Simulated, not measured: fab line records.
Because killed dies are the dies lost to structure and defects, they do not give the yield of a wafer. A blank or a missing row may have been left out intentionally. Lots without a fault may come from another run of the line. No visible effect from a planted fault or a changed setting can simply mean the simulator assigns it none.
fab line records	flow sky130
record: lots: 14	wafers: 42	last_day: 50
route steps=708 shown VIA3@593 METAL4@600
lots that met no fault: from a run of the same line without faults
start_h: hours from the record's opening day to when the first of the lot's shown wafers began	wait_h: hours elapsed since this lot's preceding step	" repeats the value in the row above	L1.1+2: several wafers, shown together as one row	- no value present, or no start provided	* or withheld: withheld	< > ~ a bound
route shown NAME@n: names a module that has steps shown in the file, with the first one's number in the route	usual: the fault-free wafers' mean and standard deviation	same: alike in all rows	chamber/n: place in a boat	sites: readings site by site	_std_site: their standard deviation	_edge_site: outer sites' mean less inner sites'	radius_mm: how far each site lies from the wafer's centre	mask NAME#n: copy n	behind: the last tool/chamber to shape the wafer	hold: what put the lot on hold/how long, in hours/how the hold closed	device: the n, p or np transistor that did not switch	end of line: the route-end tests of the same wafers	for a step that has no rows: nothing shown but its recipe	killed: at the first sort, the dies lost to defects and structure; wafer yield is something else	map: a wafer's dies, marking killed ones x, the rest . and places with no die _
set.NAME: the setting the step ran with; set.NAME@STEP: the setting that earlier step ran with	model.NAME: the simulator's own value behind a step, which no gauge read
a sample of lots followed through the steps of the route, with each step as a table and each wafer as a row
services: the hour from which a tool's chamber was out of use, counted from the record's first day as start_h (under 0 if before that day), plus the number of hours and why
== steps ==
step: SKY_VIA3_SPUTTER_20
recipe: material: TiN	target_thk_nm: 20	chamber_pressure_pa: 5	power_w: 4000	time_s: 80
usual: cathode_dc_power_W: 4000.0/0.65	chamber_pressure_pa: 4.999/0.0096	throttle_valve_pct: 30.3/1.2
lot.wafer	tool	chamber	start_h	wait_h	cathode_dc_power_W	chamber_pressure_pa	throttle_valve_pct
L238.3	pvd_sputter-03	-	963.32	0.0	3999.6	4.997	28.5
L238.5	"	-	"	"	4000.4	5.004	28.3
L238.6	"	-	"	"	4000.2	5.018	31.7
L241.1	pvd_sputter-01	-	964.75	0.0	4000.0	4.983	30.9
L241.3	"	-	"	"	4000.1	5.011	30.7
L241.4	"	-	"	"	3999.6	4.987	29.7
L237.1	pvd_sputter-01	-	970.95	0.0	3999.7	4.992	31.6
L237.3	"	-	"	"	4000.7	4.983	31.1
L237.5	"	-	"	"	3999.6	4.986	30.5
L240.1	pvd_sputter-04	-	973.81	0.0	3999.6	4.982	31.8
L240.2	"	-	"	"	3999.0	4.991	30.7
L240.4	"	-	"	"	4000.7	4.977	28.7
L243.3	pvd_sputter-01	-	978.19	0.0	4000.0	4.987	30.9
L243.5	"	-	"	"	4000.2	5.007	31.8
L243.6	"	-	"	"	4001.0	4.985	30.7
L244.4	pvd_sputter-03	-	986.14	0.0	3999.3	4.989	28.8
L244.5	"	-	"	"	4000.3	5.005	30.1
L244.6	"	-	"	"	3999.9	4.989	28.4
L245.3	pvd_sputter-04	-	994.02	0.0	3999.9	5.008	31.7
L245.4	"	-	"	"	4000.6	4.989	28.6
L245.5	"	-	"	"	3999.5	4.987	28.5
L246.3	pvd_sputter-01	-	1002.39	0.0	4000.4	5.005	30.7
L246.5	"	-	"	"	3999.2	5.009	29.7
L246.6	"	-	"	"	3998.7	5.002	30.4
L248.1	pvd_sputter-01	-	1012.54	0.0	3999.6	4.998	31.2
L248.3	"	-	"	"	4000.3	4.996	29.7
L248.5	"	-	"	"	4000.2	4.998	32.0
L249.1	pvd_sputter-01	-	1021.19	0.0	3999.7	5.015	31.7
L249.3	"	-	"	"	3999.9	4.999	31.1
L249.5	"	-	"	"	3999.3	5.007	30.5
L250.3	pvd_sputter-04	-	1024.24	0.0	4000.0	5.005	30.9
L250.4	"	-	"	"	4000.6	4.991	30.8
L250.6	"	-	"	"	3999.3	4.995	31.8
L251.2	pvd_sputter-04	-	1028.24	0.0	3999.3	5.001	31.0
L251.3	"	-	"	"	3999.8	4.997	28.7
L251.6	"	-	"	"	4000.3	5.003	30.7
L255.1	pvd_sputter-04	-	1054.39	0.0	3999.0	4.989	28.4
L255.4	"	-	"	"	4000.4	5.005	30.7
L255.6	"	-	"	"	4000.7	4.993	30.6
L260.2	pvd_sputter-04	-	1087.31	0.0	4001.2	4.998	28.8
L260.3	"	-	"	"	4001.0	5.011	31.8
L260.6	"	-	"	"	3999.7	4.995	30.9
step: SKY_METAL4_SPUTTER_02
recipe: material: AlCu	target_thk_nm: 735	power_w: 10600	time_s: 39.1	chamber_pressure_pa: 0.4
usual: cathode_dc_power_W: 10600/2	chamber_pressure_pa: 0.3997/0.00084	throttle_valve_pct: 30.1/1.1
lot.wafer	tool	chamber	start_h	wait_h	cathode_dc_power_W	chamber_pressure_pa	throttle_valve_pct
L238.3	pvd_sputter-01	-	964.25	0.0	10601	0.3982	31.9
L238.5	"	-	"	"	10598	0.3995	31.8
L238.6	"	-	"	"	10603	0.3997	29.7
L241.1	pvd_sputter-03	-	965.65	0.0	10596	0.3993	28.4
L241.3	"	-	"	"	10597	0.3993	32.0
L241.4	"	-	"	"	10597	0.4003	30.1
L237.1	pvd_sputter-03	-	971.79	0.0	10600	0.4003	30.0
L237.3	"	-	"	"	10598	0.4002	31.9
L237.5	"	-	"	"	10602	0.4003	31.7
L240.1	pvd_sputter-02	-	974.52	0.0	10597	0.3996	29.4
L240.2	"	-	"	"	10602	0.3985	30.9
L240.4	"	-	"	"	10602	0.3991	29.2
L243.3	pvd_sputter-01	-	978.90	0.0	10599	0.4008	32.0
L243.5	"	-	"	"	10597	0.3985	31.1
L243.6	"	-	"	"	10598	0.3993	31.9
L244.4	pvd_sputter-02	-	986.88	0.0	10598	0.4014	29.4
L244.5	"	-	"	"	10600	0.3996	29.5
L244.6	"	-	"	"	10601	0.4005	31.2
L245.3	pvd_sputter-02	-	994.73	0.0	10599	0.3993	31.1
L245.4	"	-	"	"	10600	0.4004	30.6
L245.5	"	-	"	"	10598	0.3992	31.3
L246.3	pvd_sputter-03	-	1003.11	0.0	10602	0.3990	29.0
L246.5	"	-	"	"	10598	0.3993	28.5
L246.6	"	-	"	"	10599	0.4001	31.8
L248.1	pvd_sputter-02	-	1013.38	0.0	10600	0.4002	30.7
L248.3	"	-	"	"	10599	0.3987	29.4
L248.5	"	-	"	"	10601	0.4007	31.3
L249.1	pvd_sputter-03	-	1022.03	0.0	-	-	-
L249.3	"	-	"	"	-	-	-
L249.5	"	-	"	"	-	-	-
L250.3	pvd_sputter-03	-	1024.95	0.0	-	-	-
L250.4	"	-	"	"	-	-	-
L250.6	"	-	"	"	-	-	-
L251.2	pvd_sputter-03	-	1028.95	0.0	10604	0.4000	31.8
L251.3	"	-	"	"	10596	0.3993	29.3
L251.6	"	-	"	"	10605	0.3984	29.2
L255.1	pvd_sputter-02	-	1055.14	0.0	10598	0.3998	29.4
L255.4	"	-	"	"	10599	0.3997	31.1
L255.6	"	-	"	"	10598	0.3984	29.5
L260.2	pvd_sputter-03	-	1088.03	0.0	10602	0.4000	32.0
L260.3	"	-	"	"	10602	0.4011	29.2
L260.6	"	-	"	"	10596	0.4004	31.9
step: SKY_METAL4_SPUTTER_03
recipe: material: Ti	target_thk_nm: 5	power_w: 3000	time_s: 3.3	chamber_pressure_pa: 0.4
usual: cathode_dc_power_W: 2999.9/0.51	chamber_pressure_pa: 0.3999/0.00075	throttle_valve_pct: 30.1/1.1
lot.wafer	tool	chamber	start_h	wait_h	cathode_dc_power_W	chamber_pressure_pa	throttle_valve_pct
L238.3	pvd_sputter-01	-	964.29	0.0	3000.3	0.4000	31.8
L238.5	"	-	"	"	2999.0	0.4000	32.0
L238.6	"	-	"	"	3000.1	0.4016	29.7
L241.1	pvd_sputter-03	-	965.69	0.0	2999.7	0.3991	28.5
L241.3	"	-	"	"	2999.8	0.3994	32.0
L241.4	"	-	"	"	2999.8	0.3999	29.9
L237.1	pvd_sputter-03	-	971.83	0.0	2998.9	0.4004	29.7
L237.3	"	-	"	"	2999.1	0.3995	32.0
L237.5	"	-	"	"	2999.7	0.3989	31.9
L240.1	pvd_sputter-02	-	974.56	0.0	3000.0	0.4008	29.4
L240.2	"	-	"	"	3000.0	0.4006	31.1
L240.4	"	-	"	"	3000.5	0.4015	29.3
L243.3	pvd_sputter-01	-	978.94	0.0	2998.8	0.4011	32.0
L243.5	"	-	"	"	3000.9	0.3982	30.8
L243.6	"	-	"	"	2999.4	0.4002	31.9
L244.4	pvd_sputter-02	-	986.90	0.0	3000.1	0.3993	29.3
L244.5	"	-	"	"	2999.7	0.3998	29.3
L244.6	"	-	"	"	2998.9	0.3992	31.4
L245.3	pvd_sputter-02	-	994.77	0.0	3000.6	0.3997	31.2
L245.4	"	-	"	"	2999.5	0.4015	30.6
L245.5	"	-	"	"	3000.2	0.3996	31.4
L246.3	pvd_sputter-03	-	1003.14	0.0	2999.2	0.3996	29.2
L246.5	"	-	"	"	2999.9	0.4007	28.5
L246.6	"	-	"	"	3000.0	0.3988	31.8
L248.1	pvd_sputter-02	-	1013.42	0.0	2999.2	0.3997	30.8
L248.3	"	-	"	"	2999.6	0.3998	29.4
L248.5	"	-	"	"	3000.0	0.4006	31.0
L249.1	pvd_sputter-03	-	1022.07	0.0	2999.7	0.4001	29.1
L249.3	"	-	"	"	3000.4	0.3988	28.4
L249.5	"	-	"	"	2999.8	0.4009	29.3
L250.3	pvd_sputter-03	-	1024.99	0.0	3000.1	0.4002	29.8
L250.4	"	-	"	"	2999.5	0.3999	31.8
L250.6	"	-	"	"	3000.3	0.3999	28.2
L251.2	pvd_sputter-03	-	1028.99	0.0	2999.9	0.4007	31.6
L251.3	"	-	"	"	3000.5	0.4001	29.3
L251.6	"	-	"	"	2999.6	0.3996	29.2
L255.1	pvd_sputter-02	-	1055.18	0.0	3000.5	0.3999	29.3
L255.4	"	-	"	"	2999.7	0.3995	31.0
L255.6	"	-	"	"	3000.4	0.3993	29.5
L260.2	pvd_sputter-03	-	1088.06	0.0	3000.5	0.3994	31.9
L260.3	"	-	"	"	2999.8	0.3998	29.0
L260.6	"	-	"	"	3000.9	0.3997	32.0
== services ==
tool	chamber	start_h	hours	kind
pvd_sputter-03	-	939.55	3.3	repair
pvd_sputter-02	-	1008.85	1.6	repair
pvd_sputter-01	-	1040.28	6.3	repair
== key ==
first_sign: step: SKY_METAL4_SPUTTER_02	reading: tool_record	direction: missing
effect none on later readings
met_at SKY_METAL4_SPUTTER_02
struck_lots L249,L250
later_rows_left_out L249.1,L249.3,L249.5,L250.3,L250.4,L250.6
sort_left_out L249.1,L249.3,L249.5,L250.3,L250.4,L250.6
tester_left_out L249,L250
not_acting_at SKY_VIA3_SPUTTER_20,SKY_METAL4_SPUTTER_03
onset_between 1003.11 1022.03
earlier_fault: kind: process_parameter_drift	tool: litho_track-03	chamber: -	onset_h: 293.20	steps: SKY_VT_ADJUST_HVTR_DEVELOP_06	channel: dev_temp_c	offset: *	shape: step	end_h: 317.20	acts_in: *	stated: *
fault: kind: skipped_step_whole	tool: pvd_sputter-03	chamber: -	onset_h: 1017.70	steps: SKY_METAL4_SPUTTER_02	scope: struck_lots_only
tester_left_out: of these lots the tester's yield and bins aren't shown, on N5 and GAA mostly nor the transistor test; their killed dies are dies lost to structure and defects alone, not to doping, threshold or leakage, so they don't give the yield
sort_left_out: the simulated sort isn't trusted on such a fault, so these wafers' sort isn't shown, and their yield isn't known
later_rows_left_out: the simulator's readings of these wafers behind a module that went badly wrong aren't trusted and aren't shown, but for the sort
